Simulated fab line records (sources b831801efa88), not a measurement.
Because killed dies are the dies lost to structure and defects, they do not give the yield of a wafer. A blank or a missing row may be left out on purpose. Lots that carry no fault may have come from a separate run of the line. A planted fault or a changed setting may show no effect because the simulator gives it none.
fab line records | flow gf180mcu
record lots=5 wafers=23
route steps=602 shown M1@319 V1@357 M2@363 V2@382 M3@411 V3@433 M4@460 V4@480
start-h: start of the lot's first displayed wafer, in hours after the record's first day | wait-h: how many hours have passed since the lot's step before this one | " unchanged from the row above | L1.1+2: a single row standing in for several wafers | - no value present, or no start provided | * or withheld: withheld | < > ~ a bound
route shown NAME@n: a module of which the file shows steps, and the number in the route of the first | usual: mean/standard deviation of fault-free wafers | same: alike in all rows | chamber/n: place in a boat | sites: readings site by site | _std_site: standard deviation across them | _edge_site: the outer-site mean with the inner-site mean subtracted | radius-mm: for every site, how far away it sits from the centre of the wafer | mask NAME#n: copy n | behind: the tool/chamber that last shaped the wafer | hold: what put the lot on hold/how long, in hours/how the hold closed | device: transistor that didn't switch, given as n, p or np | end of line: the route-end tests of the same wafers | step lacking rows: just its recipe | killed: at the first sort, the dies lost to defects and structure; wafer yield is something else | map: a wafer's dies, x killed, . not, _ none there
set.NAME: the run value of the setting; set.NAME@STEP: its run value at that earlier step | model.NAME: the simulator's own value behind a step, which no gauge read
one table per step and one row per wafer, for lots whose settings were changed on purpose
## steps
# step GF_M1_SPUTTER_04
# recipe material=TiN target-thk-nm=50 power-w=6500 time-s=41.7 chamber-pressure-pa=0.4
# columns lot.wafer tool chamber start-h wait-h set.chamber-pressure-pa model.TiN_of_M1_SPUTTER_04.thk-nm
L076.2 pvd-sputter-04 - 373.68 0.0 0.3576 51.96
L076.3 " - " " 0.3576 51.79
L076.4 " - " " 0.3576 51.65
L076.5 " - " " 0.3576 51.58
L076.6 " - " " 0.3576 51.97
L077.1 pvd-sputter-04 - 390.83 0.0 0.4 50.58
L077.2 " - " " 0.4 50.44
L077.6 " - " " 0.4 50.59
L080.1 pvd-sputter-01 - 419.18 0.0 0.4469 49.23
L080.2 " - " " 0.4469 49.21
L080.3 " - " " 0.4469 48.84
L080.5 " - " " 0.4469 48.86
L080.6 " - " " 0.4469 48.48
L082.1 pvd-sputter-01 - 430.38 0.0 0.344 51.81
L082.2+5 " - " " 0.344 50.59
L082.3 " - " " 0.344 51.29
L082.6 " - " " 0.344 51.54
L084.1 pvd-sputter-03 - 461.55 0.0 0.3464 51.26
L084.2 " - " " 0.3464 51.54
L084.3 " - " " 0.3464 51.49
L084.5 " - " " 0.3464 51.04
L084.6 " - " " 0.3464 51.42
# step GF_M1_STRIP_17
# recipe chemistry=O2/N2 power-w=1400 pressure-mtorr=1500 platen-temp-c=250 o2-flow-sccm=3000 n2-flow-sccm=300 overash-fraction=0.5
# usual strip-time-to-endpoint-s=7.95/0.06
# columns lot.wafer tool chamber start-h wait-h set.power-w strip-time-to-endpoint-s
L076.2 plasma-asher-03 0 397.30 0.1 1400 7.88
L076.3 " 0 " " 1537 7.35
L076.4 " 1 " " 1400 7.94
L076.5 " 0 " " 1400 7.89
L076.6 " 1 " " 1537 7.40
L077.1 plasma-asher-02 1 414.61 0.1 1400 8.00
L077.2 " 0 " " 1400 7.92
L077.6 " 0 " " 1400 7.95
L080.1 plasma-asher-03 0 444.36 0.1 1564 7.34
L080.2 " 1 " " 1564 7.32
L080.3 " 1 " " 1564 7.39
L080.5 " 0 " " 1400 7.97
L080.6 " 1 " " 1400 8.05
L082.1 plasma-asher-03 0 454.80 0.1 1443 7.68
L082.2 " 1 " " 1443 7.75
L082.3 " 1 " " 1400 7.87
L082.5 " 1 " " 1443 7.76
L082.6 " 0 " " 1400 7.87
L084.1 plasma-asher-03 0 486.05 0.2 1400 7.98
L084.2 " 1 " " 1400 8.01
L084.3 " 1 " " 1400 7.99
L084.5 " 0 " " 1400 8.05
L084.6 " 1 " " 1400 8.02
# step GF_V1_SPUTTER_22
# recipe material=TiN target-thk-nm=10 chamber-pressure-pa=5 power-w=4000 time-s=40
# columns lot.wafer tool chamber start-h wait-h set.time-s model.TiN_of_V1_SPUTTER_22.thk-nm
L076.2 pvd-sputter-02 - 423.59 0.0 42.48 11.03
L076.3 " - " " 40 10.33
L076.4 " - " " 42.48 10.94
L076.5 " - " " 40 10.32
L076.6 " - " " 40 10.28
L077.1 pvd-sputter-02 - 440.76 0.0 40 10.08
L077.2 " - " " 40 9.95
L077.6 " - " " 40 10.14
L080.1 pvd-sputter-02 - 471.03 0.0 40 10.29
L080.2 " - " " 40 10.11
L080.3 " - " " 36.3 9.239
L080.5 " - " " 40 10.18
L080.6 " - " " 36.3 9.325
L082.1 pvd-sputter-02 - 481.40 0.0 36.78 9.211
L082.2 " - " " 40 10.18
L082.3 " - " " 40 10.17
L082.5 " - " " 36.78 9.312
L082.6 " - " " 36.78 9.302
L084.1 pvd-sputter-02 - 511.29 0.0 40 10.29
L084.2 " - " " 42.95 10.99
L084.3 " - " " 42.95 11.13
L084.5 " - " " 40 10.14
L084.6 " - " " 40 10.39
# step GF_M2_SPUTTER_01
# recipe material=TiN target-thk-nm=30 power-w=6500 time-s=25 chamber-pressure-pa=0.4
# columns lot.wafer tool chamber start-h wait-h set.power-w model.TiN_of_M2_SPUTTER_01.thk-nm
L076.2 pvd-sputter-01 - 424.32 0.1 7124 33.29
L076.3 " - " " 7124 32.86
L076.4 " - " " 6500 29.76
L076.5 " - " " 6500 30
L076.6 " - " " 6500 30.1
L077.1 pvd-sputter-04 - 441.49 0.1 6500 30.31
L077.2 " - " " 6500 29.88
L077.6 " - " " 6500 29.77
L080.1 pvd-sputter-04 - 471.76 0.1 5965 27.36
L080.2 " - " " 6500 29.74
L080.3 " - " " 5965 27.45
L080.5 " - " " 6500 30.07
L080.6 " - " " 6500 29.53
L082.1 pvd-sputter-01 - 482.37 0.1 6500 29.7
L082.2 " - " " 5837 26.72
L082.3 " - " " 5837 26.66
L082.5 " - " " 6500 29.94
L082.6 " - " " 5837 26.65
L084.1 pvd-sputter-04 - 512.15 0.1 6500 29.95
L084.2 " - " " 6500 29.9
L084.3 " - " " 6500 29.78
L084.5 " - " " 6500 29.92
L084.6 " - " " 6500 30.41
# step GF_M2_PEB_12
# recipe peb-temp-c=135 peb-time-s=90 resist=KrF
# columns lot.wafer tool chamber start-h wait-h set.peb-temp-c
L076.2+4+5 litho-track-01 0 - - 135
L076.3+6 " 0 " " 131.6
L077.1+2+6 litho-track-02 0 - - 135
L080.1+3+5 litho-track-04 0 - - 136.3
L080.2+6 " 0 " " 135
L082.1+3+5 litho-track-01 0 - - 132.9
L082.2+6 " 0 " " 135
L084.1+2+5 litho-track-02 0 - - 135
L084.3+6 " 0 " " 131.9
# step GF_M2_DEVELOP_13
# recipe develop-time-s=60 dev-temp-c=21
# step GF_M2_CD_MEAS_14
# recipe target-cd-nm=280
# usual cd-nm=279.5/0.89
# columns lot.wafer tool chamber start-h wait-h set.peb-temp-c@M2_PEB_12 cd-nm
L076.2 cd-sem-02 - 449.36 0.1 135 280.1
L076.3 " - " " 131.6 291.0
L076.4 " - " " 135 279.1
L076.5 " - " " 135 279.1
L076.6 " - " " 131.6 290.3
L077.1 cd-sem-02 - 466.37 0.1 135 279.6
L077.2 " - " " 135 281.3
L077.6 " - " " 135 279.4
L080.1 cd-sem-02 - 496.11 0.1 136.3 275.1
L080.2 " - " " 135 279.5
L080.3 " - " " 136.3 274.4
L080.5 " - " " 136.3 275.7
L080.6 " - " " 135 278.7
L082.1 cd-sem-02 - 506.19 0.1 132.9 286.0
L082.2 " - " " 135 279.8
L082.3 " - " " 132.9 286.2
L082.5 " - " " 132.9 286.2
L082.6 " - " " 135 279.6
L084.1 cd-sem-02 - 535.47 0.1 135 280.4
L084.2 " - " " 135 280.1
L084.3 " - " " 131.9 290.6
L084.5 " - " " 135 280.1
L084.6 " - " " 131.9 290.6
# step GF_M2_METAL_ETCH_16
# recipe chemistry=Cl2/BCl3 mask-material=KrF target-depth-nm=627.5 stop-on=SiO2 pressure-mtorr=8 icp-w=800 bias-w=140 Cl2_flow_sccm=80 bcl3-flow-sccm=40 time-s=104.6
# columns lot.wafer tool chamber start-h wait-h set.peb-temp-c@M2_PEB_12 model.M2.cd-nm
L076.2 rie-metal-03 1 449.53 0.1 135 273.7
L076.3 " 1 " " 131.6 282.8
L076.4 " 1 " " 135 274.3
L076.5 " 1 " " 135 274.8
L076.6 " 1 " " 131.6 285.2
L077.1 rie-metal-02 0 466.53 0.0 135 281.6
L077.2 " 1 " " 135 278
L077.6 " 1 " " 135 275.7
L080.1 rie-metal-04 1 496.26 0.0 136.3 269.6
L080.2 " 0 " " 135 276.2
L080.3 " 0 " " 136.3 269.2
L080.5 " 1 " " 136.3 272.5
L080.6 " 0 " " 135 278.7
L082.1 rie-metal-03 0 506.34 0.0 132.9 286.4
L082.2 " 0 " " 135 276.8
L082.3 " 0 " " 132.9 282.8
L082.5 " 0 " " 132.9 285.4
L082.6 " 0 " " 135 278.6
L084.1 rie-metal-03 0 535.62 0.0 135 281.1
L084.2 " 1 " " 135 274.3
L084.3 " 0 " " 131.9 286.1
L084.5 " 1 " " 135 275.6
L084.6 " 0 " " 131.9 288.1
# step GF_V2_CVD_00
# recipe material=SiO2 target-thk-nm=600 sigma-open-frac=0.3 temp-c=400 time-s=100 sih4-flow-sccm=60 pressure-mtorr=6
# columns lot.wafer tool chamber start-h wait-h set.sih4-flow-sccm model.SiO2_of_V2_CVD_00.thk-nm
L076.2 hdpcvd-01 0 450.28 0.0 60 599.5
L076.3 " 2 " " 67.45 664.5
L076.4 " 2 " " 67.45 664.3
L076.5 " 1 " " 60 602.2
L076.6 " 0 " " 67.45 676.9
L077.1 hdpcvd-02 0 467.17 0.0 60 599.2
L077.2 " 2 " " 60 592.4
L077.6 " 1 " " 60 601.5
L080.1 hdpcvd-01 0 497.16 0.1 60 599.7
L080.2 " 1 " " 60 602.5
L080.3 " 1 " " 62.49 628.7
L080.5 " 1 " " 62.49 628
L080.6 " 0 " " 60 605.8
L082.1 hdpcvd-01 1 507.13 0.0 60 597.5
L082.2 " 0 " " 54.06 539.6
L082.3 " 2 " " 60 591.8
L082.5 " 2 " " 54.06 530.9
L082.6 " 0 " " 60 595.4
L084.1 hdpcvd-01 2 536.27 0.0 60 600.3
L084.2 " 0 " " 60 613.1
L084.3 " 1 " " 60 599.4
L084.5 " 1 " " 60 604.8
L084.6 " 2 " " 60 598.4
# step GF_V2_THK_MEAS_01
# recipe reads=SiO2_of_V2_CVD_00
# usual V2_CVD_00_THK=599/6.3
# columns lot.wafer tool chamber start-h wait-h set.sih4-flow-sccm@V2_CVD_00 V2_CVD_00_THK[nm]
L076.2 film-metro-04 - 450.37 0.0 60 600
L076.3 " - " " 67.45 665
L076.4 " - " " 67.45 664
L076.5 " - " " 60 602
L076.6 " - " " 67.45 677
L077.1 film-metro-02 - 467.24 0.0 60 600
L077.2 " - " " 60 593
L077.6 " - " " 60 602
L080.1 film-metro-03 - 497.27 0.1 60 600
L080.2 " - " " 60 603
L080.3 " - " " 62.49 629
L080.5 " - " " 62.49 628
L080.6 " - " " 60 606
L082.1 film-metro-02 - 507.20 0.0 60 598
L082.2 " - " " 54.06 539
L082.3 " - " " 60 592
L082.5 " - " " 54.06 531
L082.6 " - " " 60 596
L084.1 film-metro-03 - 536.40 0.1 60 601
L084.2 " - " " 60 613
L084.3 " - " " 60 599
L084.5 " - " " 60 605
L084.6 " - " " 60 598
# step GF_M3_SPUTTER_02
# recipe material=AlCu target-thk-nm=450 power-w=10600 time-s=23.9 chamber-pressure-pa=0.4
# columns lot.wafer tool chamber start-h wait-h set.power-w model.AlCu_of_M3_SPUTTER_02.thk-nm
L076.2 pvd-sputter-01 - 476.55 0.0 9353 390.6
L076.3 " - " " 10600 439.9
L076.4 " - " " 10600 451.8
L076.5 " - " " 10600 443.5
L076.6 " - " " 9353 389.1
L077.1 pvd-sputter-03 - 493.60 0.0 10600 446.8
L077.2 " - " " 10600 449.3
L077.6 " - " " 10600 450.6
L080.1 pvd-sputter-04 - 522.85 0.0 11410 479.1
L080.2 " - " " 10600 449.1
L080.3 " - " " 10600 443.2
L080.5 " - " " 11410 479.4
L080.6 " - " " 10600 446
L082.1 pvd-sputter-04 - 532.03 0.0 10600 447.8
L082.2 " - " " 10600 442
L082.3 " - " " 10600 443.9
L082.5 " - " " 10600 446.3
L082.6 " - " " 10600 445.2
L084.1 pvd-sputter-04 - 560.60 0.0 9546 405.5
L084.2 " - " " 10600 451.4
L084.3 " - " " 9546 407.9
L084.5 " - " " 10600 452.6
L084.6 " - " " 10600 454.7
# step GF_M3_SPUTTER_03
# recipe material=Ti target-thk-nm=10 substrate-temp-c=300 chamber-pressure-pa=0.3 power-w=3000 time-s=6.7
# step GF_M3_SPUTTER_04
# recipe material=TiN target-thk-nm=50 power-w=6500 time-s=41.7 chamber-pressure-pa=0.4
# step GF_M3_RS_MEAS_05
# recipe thk-meas-gauge=four-point-probe reads=TiN_of_M3_SPUTTER_04+Ti_of_M3_SPUTTER_03+AlCu_of_M3_SPUTTER_02+TiN_of_M3_SPUTTER_01+Ti_of_M3_SPUTTER_00
# usual M3_ALCU_RS=0.0696/0.00068
# columns lot.wafer tool chamber start-h wait-h set.power-w@M3_SPUTTER_02 M3_ALCU_RS[ohm/sq]
L076.2 film-metro-04 - 476.66 0.0 9353 0.0803
L076.3 " - " " 10600 0.0711
L076.4 " - " " 10600 0.0691
L076.5 " - " " 10600 0.0706
L076.6 " - " " 9353 0.0806
L077.1 film-metro-01 - 493.69 0.0 10600 0.0700
L077.2 " - " " 10600 0.0697
L077.6 " - " " 10600 0.0694
L080.1 film-metro-04 - 522.94 0.0 11410 0.0653
L080.2 " - " " 10600 0.0697
L080.3 " - " " 10600 0.0706
L080.5 " - " " 11410 0.0654
L080.6 " - " " 10600 0.0701
L082.1 film-metro-04 - 532.12 0.0 10600 0.0700
L082.2 " - " " 10600 0.0709
L082.3 " - " " 10600 0.0706
L082.5 " - " " 10600 0.0702
L082.6 " - " " 10600 0.0703
L084.1 film-metro-01 - 560.69 0.0 9546 0.0774
L084.2 " - " " 10600 0.0694
L084.3 " - " " 9546 0.0767
L084.5 " - " " 10600 0.0692
L084.6 " - " " 10600 0.0689
# step GF_M3_THK_MEAS_06
# recipe thk-meas-gauge=xrf reads=AlCu_of_M3_SPUTTER_02
# usual M3_ALCU_THK=441/4.6
# columns lot.wafer tool chamber start-h wait-h set.power-w@M3_SPUTTER_02 M3_ALCU_THK[nm]
L076.2 film-metro-04 - 476.77 0.1 9353 383
L076.3 " - " " 10600 430
L076.4 " - " " 10600 440
L076.5 " - " " 10600 434
L076.6 " - " " 9353 381
L077.1 film-metro-01 - 493.81 0.1 10600 436
L077.2 " - " " 10600 440
L077.6 " - " " 10600 440
L080.1 film-metro-04 - 523.06 0.1 11410 473
L080.2 " - " " 10600 440
L080.3 " - " " 10600 438
L080.5 " - " " 11410 472
L080.6 " - " " 10600 441
L082.1 film-metro-04 - 532.24 0.1 10600 442
L082.2 " - " " 10600 436
L082.3 " - " " 10600 442
L082.5 " - " " 10600 442
L082.6 " - " " 10600 439
L084.1 film-metro-01 - 560.81 0.1 9546 393
L084.2 " - " " 10600 441
L084.3 " - " " 9546 398
L084.5 " - " " 10600 442
L084.6 " - " " 10600 446
# step GF_M3_SOFTBAKE_10
# recipe temp-c=130 time-s=60 resist=KrF
# columns lot.wafer tool chamber start-h wait-h set.temp-c
L076.2+4 litho-track-03 0 488.32 0.1 130
L076.3+5+6 " 0 " " 127.5
L077.1+2+6 litho-track-03 0 505.34 0.1 130
L080.1+2+5 litho-track-04 0 534.16 0.1 128.7
L080.3+6 " 0 " " 130
L082.1+2 litho-track-03 0 543.69 0.1 130
L082.3+5+6 " 0 " " 126.7
L084.1+3+5 litho-track-04 0 571.86 0.1 130
L084.2+6 " 0 " " 132.5
# step GF_M3_EXPOSE_11
# recipe mask-id=Metal3 target-cd-nm=280 na=0.68 source-shape=conventional sigma-outer=0.6 dose-mj=28
# step GF_M3_PEB_12
# recipe peb-temp-c=135 peb-time-s=90 resist=KrF
# step GF_M3_METAL_ETCH_16
# recipe chemistry=Cl2/BCl3 mask-material=KrF target-depth-nm=627.5 stop-on=SiO2 pressure-mtorr=8 icp-w=800 bias-w=140 Cl2_flow_sccm=80 bcl3-flow-sccm=40 time-s=104.6
# usual oes-product-au=0.971/0.0058
# columns lot.wafer tool chamber start-h wait-h set.power-w@M3_SPUTTER_02 oes-product-au
L076.2 rie-metal-04 1 500.76 0.0 9353 0.910
L076.3 " 1 " " 10600 0.969
L076.4 " 0 " " 10600 0.976
L076.5 " 1 " " 10600 0.971
L076.6 " 0 " " 9353 0.911
L077.1 rie-metal-04 0 517.32 0.0 10600 0.970
L077.2 " 1 " " 10600 0.971
L077.6 " 0 " " 10600 0.981
L080.1 rie-metal-01 1 545.71 0.0 11410 0.996
L080.2 " 0 " " 10600 0.980
L080.3 " 0 " " 10600 0.966
L080.5 " 1 " " 11410 0.999
L080.6 " 0 " " 10600 0.960
L082.1 rie-metal-01 0 555.26 0.0 10600 0.967
L082.2 " 1 " " 10600 0.960
L082.3 " 1 " " 10600 0.972
L082.5 " 1 " " 10600 0.973
L082.6 " 0 " " 10600 0.974
L084.1 rie-metal-03 0 582.65 0.0 9546 0.924
L084.2 " 1 " " 10600 0.977
L084.3 " 0 " " 9546 0.926
L084.5 " 0 " " 10600 0.979
L084.6 " 1 " " 10600 0.980
# step GF_V3_CMP_04
# recipe material=SiO2 down-force-psi=4 platen-rpm=60 pad-velocity-m-s=0.94248
# columns lot.wafer tool chamber start-h wait-h set.leave-above-ref-nm model.SiO2_of_V3_CVD_02.thk-nm
L076.4 cmp-01 2 501.85 0.1 632.5 631.6
L076.2 " 3 " " 632.5 632.6
L076.3 " 0 " " 632.5 635
L076.5 " 1 " " 632.5 633.4
L076.6 " 2 " " 632.5 631.3
L077.2 cmp-02 0 518.28 0.1 632.5 631.8
L077.1 " 2 " " 632.5 633
L077.6 " 3 " " 632.5 632.8
L080.1+5 cmp-01 0,1 546.67 0.1 649.4 651.1
L080.3 " 1 " " 649.4 650.8
L080.2 " 3 " " 632.5 633.5
L080.6 " 0 " " 632.5 634.7
L082.3 cmp-01 2 556.17 0.0 616.5 616
L082.1 " 3 " " 632.5 632.9
L082.2 " 1 " " 616.5 617.8
L082.6 " 2 " " 616.5 616.9
L082.5 " 3 " " 632.5 632.6
L084.2 cmp-01 0 583.58 0.0 632.5 634.6
L084.1 " 1 " " 632.5 634.2
L084.3 " 3 " " 632.5 634.8
L084.6 " 0 " " 632.5 635.2
L084.5 " 1 " " 632.5 633.7
# step GF_M4_SPUTTER_04
# recipe material=TiN target-thk-nm=50 power-w=6500 time-s=41.7 chamber-pressure-pa=0.4
# columns lot.wafer tool chamber start-h wait-h set.time-s model.TiN_of_M4_SPUTTER_04.thk-nm
L076.2 pvd-sputter-04 - 526.67 0.0 45.54 55.11
L076.3 " - " " 41.7 50.06
L076.4 " - " " 41.7 49.55
L076.5 " - " " 45.54 54.56
L076.6 " - " " 45.54 55.27
L077.1 pvd-sputter-02 - 542.99 0.0 41.7 50.82
L077.2 " - " " 41.7 51.05
L077.6 " - " " 41.7 51.01
L080.1 pvd-sputter-02 - 571.45 0.0 41.7 50.1
L080.2 " - " " 43.68 52.42
L080.3 " - " " 41.7 49.32
L080.5 " - " " 43.68 51.49
L080.6 " - " " 41.7 50.21
L082.1 pvd-sputter-04 - 580.44 0.0 41.7 50.68
L082.2 " - " " 41.7 51.45
L082.3 " - " " 41.7 50.12
L082.5 " - " " 41.7 50.43
L082.6 " - " " 41.7 50.93
L084.1 pvd-sputter-02 - 607.04 0.0 41.7 50.45
L084.2 " - " " 41.7 49.37
L084.3 " - " " 41.7 49.49
L084.5 " - " " 41.7 50.77
L084.6 " - " " 41.7 50.04
# step GF_V4_CMP_04
# recipe material=SiO2 down-force-psi=4 platen-rpm=60 pad-velocity-m-s=0.94248
# columns lot.wafer tool chamber start-h wait-h set.leave-above-ref-nm model.SiO2_of_V4_CVD_02.thk-nm
L076.4 cmp-02 2 550.11 0.0 618.6 621.8
L076.3 " 0 " " 632.5 632.3
L076.2 " 1 " " 618.6 619.9
L076.6 " 2 " " 632.5 634.5
L076.5 " 3 " " 618.6 619.3
L077.1 cmp-01 2 566.94 0.1 632.5 630.8
L077.2 " 1 " " 632.5 631.9
L077.6 " 2 " " 632.5 632.2
L080.1 cmp-01 1 593.90 0.1 632.5 633.1
L080.2 " 2 " " 667.1 666.1
L080.3 " 0 " " 632.5 633.3
L080.5 " 1 " " 632.5 631.4
L080.6 " 2 " " 667.1 666.6
L082.2 cmp-02 3 602.88 0.0 670.2 672.1
L082.3 " 0 " " 632.5 632.1
L082.1 " 2 " " 670.2 672
L082.6 " 3 " " 632.5 634.9
L082.5 " 0 " " 632.5 632.5
L084.1 cmp-01 0 629.65 0.1 632.5 633.5
L084.3 " 1 " " 632.5 632.5
L084.2 " 2 " " 632.5 630.7
L084.6 " 0 " " 632.5 632.9
L084.5 " 1 " " 632.5 632.2
## key
split step=GF_M1_SPUTTER_04 setting=chamber-pressure-pa stated=0.4 by=lot
response step=GF_M1_SPUTTER_04 reading=model.TiN_of_M1_SPUTTER_04.thk-nm change=-0.0961 per=1% r=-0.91
split step=GF_M1_STRIP_17 setting=power-w stated=1400 by=wafer
response step=GF_M1_STRIP_17 reading=strip-time-to-endpoint-s change=* per=1% r=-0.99
split step=GF_V1_SPUTTER_22 setting=time-s stated=40 by=wafer
response step=GF_V1_SPUTTER_22 reading=model.TiN_of_V1_SPUTTER_22.thk-nm change=+0.106 per=1% r=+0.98
split step=GF_M2_SPUTTER_01 setting=power-w stated=6500 by=wafer
response step=GF_M2_SPUTTER_01 reading=model.TiN_of_M2_SPUTTER_01.thk-nm change=+0.309 per=1% r=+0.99
split step=GF_M2_PEB_12 setting=peb-temp-c stated=135 by=wafer
response step=GF_M2_CD_MEAS_14 reading=cd-nm change=-4.42 per=1% r=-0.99
response step=GF_M2_METAL_ETCH_16 reading=model.M2.cd-nm change=-4.38 per=1% r=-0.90
split step=GF_V2_CVD_00 setting=sih4-flow-sccm stated=60 by=wafer
response step=GF_V2_CVD_00 reading=model.SiO2_of_V2_CVD_00.thk-nm change=+5.71 per=1% r=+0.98
response step=GF_V2_THK_MEAS_01 reading=V2_CVD_00_THK change=+5.71 per=1% r=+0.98
split step=GF_M3_SPUTTER_02 setting=power-w stated=10600 by=wafer
response step=GF_M3_SPUTTER_02 reading=model.AlCu_of_M3_SPUTTER_02.thk-nm change=+4.61 per=1% r=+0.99
response step=GF_M3_RS_MEAS_05 reading=M3_ALCU_RS change=-0.000793 per=1% r=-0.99
response step=GF_M3_THK_MEAS_06 reading=M3_ALCU_THK change=+4.54 per=1% r=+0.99
response step=GF_M3_METAL_ETCH_16 reading=oes-product-au change=+0.00496 per=1% r=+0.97
split step=GF_M3_SOFTBAKE_10 setting=temp-c stated=130 by=wafer
response none clear
split step=GF_V3_CMP_04 setting=leave-above-ref-nm stated=632.5 by=wafer
response step=GF_V3_CMP_04 reading=model.SiO2_of_V3_CVD_02.thk-nm change=+6.3 per=1% r=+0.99
split step=GF_M4_SPUTTER_04 setting=time-s stated=41.7 by=wafer
response step=GF_M4_SPUTTER_04 reading=model.TiN_of_M4_SPUTTER_04.thk-nm change=+0.536 per=1% r=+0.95
split step=GF_V4_CMP_04 setting=leave-above-ref-nm stated=632.5 by=wafer
response step=GF_V4_CMP_04 reading=model.SiO2_of_V4_CVD_02.thk-nm change=+6.33 per=1% r=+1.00
